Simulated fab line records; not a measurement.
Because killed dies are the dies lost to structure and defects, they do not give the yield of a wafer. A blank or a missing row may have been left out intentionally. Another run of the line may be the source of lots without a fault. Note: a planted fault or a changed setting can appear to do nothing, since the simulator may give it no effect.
Chamber matching / flow sky130 / SKY_SONOS_ONO_ETCH_15 on rieDiel-03 has 4 sister chambers
The step etches the open film in CHF3/O2, target depth 19.52 nm, time 7.8 s. 8 wafers are shown with their chamber, then 10 later ones without.

== WAFERS, EACH WITH ITS CHAMBER ==
wafer=L080.2; chamber=3; drypumpMotorCurrentA (A)=5.1; rfFwdPowerW (W)=593
wafer=L080.5; chamber=1; drypumpMotorCurrentA (A)=5.8; rfFwdPowerW (W)=586
wafer=L080.6; chamber=0; drypumpMotorCurrentA (A)=5.7; rfFwdPowerW (W)=590
wafer=L085.1; chamber=2; drypumpMotorCurrentA (A)=5.1; rfFwdPowerW (W)=586
wafer=L085.2; chamber=1; drypumpMotorCurrentA (A)=5.7; rfFwdPowerW (W)=588
wafer=L085.3; chamber=0; drypumpMotorCurrentA (A)=5.7; rfFwdPowerW (W)=591
wafer=L090.1; chamber=2; drypumpMotorCurrentA (A)=5.1; rfFwdPowerW (W)=588
wafer=L090.2; chamber=3; drypumpMotorCurrentA (A)=5.1; rfFwdPowerW (W)=590

== WAFERS MISSING THEIR CHAMBER ==
wafer=L090.6; drypumpMotorCurrentA (A)=5.1; rfFwdPowerW (W)=585
wafer=L091.1; drypumpMotorCurrentA (A)=5.1; rfFwdPowerW (W)=593
wafer=L091.2; drypumpMotorCurrentA (A)=5.7; rfFwdPowerW (W)=591
wafer=L091.3; drypumpMotorCurrentA (A)=5.1; rfFwdPowerW (W)=588
wafer=L091.4; drypumpMotorCurrentA (A)=5.8; rfFwdPowerW (W)=588
wafer=L091.5; drypumpMotorCurrentA (A)=5.1; rfFwdPowerW (W)=594
wafer=L091.6; drypumpMotorCurrentA (A)=5.1; rfFwdPowerW (W)=588
wafer=L096.1; drypumpMotorCurrentA (A)=5.1; rfFwdPowerW (W)=587
wafer=L096.3; drypumpMotorCurrentA (A)=5.7; rfFwdPowerW (W)=592
wafer=L096.4; drypumpMotorCurrentA (A)=5.8; rfFwdPowerW (W)=589

== WHICH CHAMBER EACH ONE RAN IN ==
wafer=L090.6; from the rows above=2; in truth=2
wafer=L091.1; from the rows above=3; in truth=3
wafer=L091.2; from the rows above=0; in truth=0
wafer=L091.3; from the rows above=can't be placed: 2 or 3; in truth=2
wafer=L091.4; from the rows above=can't be placed: 1 or 0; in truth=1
wafer=L091.5; from the rows above=3; in truth=3
wafer=L091.6; from the rows above=can't be placed: 2 or 3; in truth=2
wafer=L096.1; from the rows above=2; in truth=2
wafer=L096.3; from the rows above=0; in truth=0
wafer=L096.4; from the rows above=can't be placed: 1 or 0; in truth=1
Placed correctly: 6 of 10. Cannot be placed on the basis of these rows: 4; the candidates contain the true chamber in 4. Placed wrongly: 0.
How it was worked out, from the rows above alone: a wafer's distance from a chamber is the root of the sum, over the readings, of the square of ((its reading less the chamber's mean) divided by the reading's scatter). The wafer belongs to the nearest chamber; if the next one is less than 2 further off, it can't be placed. For every chamber, the mean is computed from those of its wafers that are shown. The scatter: the root of (the sum of the squares of (reading less its chamber's mean) over the shown wafers, divided by (wafers less chambers)).
